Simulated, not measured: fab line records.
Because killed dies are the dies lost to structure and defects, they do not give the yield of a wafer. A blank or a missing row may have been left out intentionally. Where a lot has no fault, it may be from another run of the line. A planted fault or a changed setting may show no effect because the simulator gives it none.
The tool behind it: which one? / flow sky130 / 11 lots, 33 wafers sampled, at 2 steps of a route of 708

== WHAT THE GAUGES SHOWED, per wafer ==
SKY_SONOS_TUNNEL_CD_MEAS_07: the cd target is 410 nm.
lot=L674; measured=day 12 07:03; on=cd sem-01; cd nm (nm)=410.7 409.4 409.6
lot=L675; measured=day 13 01:22; on=cd sem-01; cd nm (nm)=409.5 408.8 408.3
lot=L678; measured=day 13 11:28; on=cd sem-01; cd nm (nm)=413.1 414.4 411.5
lot=L679; measured=day 14 06:25; on=cd sem-01; cd nm (nm)=409.6 410.1 411.2
lot=L682; measured=day 14 12:20; on=cd sem-02; cd nm (nm)=409.3 409.4 409.5
lot=L683; measured=day 15 16:26; on=cd sem-02; cd nm (nm)=407.5 405.5 405.3
lot=L684; measured=day 15 16:31; on=cd sem-01; cd nm (nm)=412.9 409.9 410.5
lot=L685; measured=day 15 18:44; on=cd sem-01; cd nm (nm)=406.6 410.9 409.9
lot=L688; measured=day 16 22:44; on=cd sem-02; cd nm (nm)=330.9 328.7 328.5
lot=L690; measured=day 18 00:19; on=cd sem-01; cd nm (nm)=347.9 348.3 346.6
lot=L694; measured=day 19 14:15; on=cd sem-01; cd nm (nm)=413.7 415.0 411.5

== WHICH TOOL RAN EACH LOT (tool, then ch and the chambers of the sampled wafers, then the start) ==
lot=L674; SKY_SONOS_TUNNEL_EXPOSE_04=iline stepper-02 ch 0, day 11 19:17
lot=L675; SKY_SONOS_TUNNEL_EXPOSE_04=iline stepper-01 ch 0, day 12 13:35
lot=L678; SKY_SONOS_TUNNEL_EXPOSE_04=iline stepper-01 ch 0, day 12 22:31
lot=L679; SKY_SONOS_TUNNEL_EXPOSE_04=iline stepper-01 ch 0, day 13 17:23
lot=L682; SKY_SONOS_TUNNEL_EXPOSE_04=iline stepper-02 ch 0, day 13 22:50
lot=L683; SKY_SONOS_TUNNEL_EXPOSE_04=iline stepper-01 ch 0, day 15 02:34
lot=L684; SKY_SONOS_TUNNEL_EXPOSE_04=iline stepper-01 ch 0, day 15 02:55
lot=L685; SKY_SONOS_TUNNEL_EXPOSE_04=iline stepper-02 ch 0, day 15 04:33
lot=L688; SKY_SONOS_TUNNEL_EXPOSE_04=iline stepper-01 ch 0, day 16 08:29
lot=L690; SKY_SONOS_TUNNEL_EXPOSE_04=iline stepper-01 ch 0, day 17 09:58
lot=L694; SKY_SONOS_TUNNEL_EXPOSE_04=iline stepper-02 ch 0, day 18 22:48
- SKY_SONOS_TUNNEL_EXPOSE_04: exposes mask TUNM, target cd 410 nm.

== THE ANSWER, worked out from the rows above alone ==
Rule: what is usual is taken from the lots themselves. Put in order of their means at a reading, lots are off if they are a third of the lots or fewer, leave a main group of 4 or more, and stand apart from it by a gap of 3 or more times the standard deviation of the main group's means; of several such gaps the widest counts. If all means in a main group match to the digits the tables above print for the reading, that group is not used. A lot without any number at a reading at which 4 lots or more have one is off too. Any other lot the step has rows for is counted as sound.
Off: L688, L690, at SKY_SONOS_TUNNEL_CD_MEAS_07 (cd nm). The main group has a mean of 410.1 nm with a standard deviation of 2.1.
If a tool, at a process step before that reading, ran all the lots that are off and no sound lot after the first of them, it fits. The gauges at SKY_SONOS_TUNNEL_CD_MEAS_07 are tried like those tools. One fits: iline stepper-01 at SKY_SONOS_TUNNEL_EXPOSE_04. A fault onset in the window from L684 (day 15 02:55, its last sound lot) to L688 (day 16 08:29, its first lot off) fits.

== WHAT THE SIMULATOR PUT IN ==
Process parameter drift: iline stepper-01, from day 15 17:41 on, at SKY_SONOS_TUNNEL_EXPOSE_04. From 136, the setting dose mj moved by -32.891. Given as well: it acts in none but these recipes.
Lots struck among those shown: L688, L690. The rule given above showed the same thing.
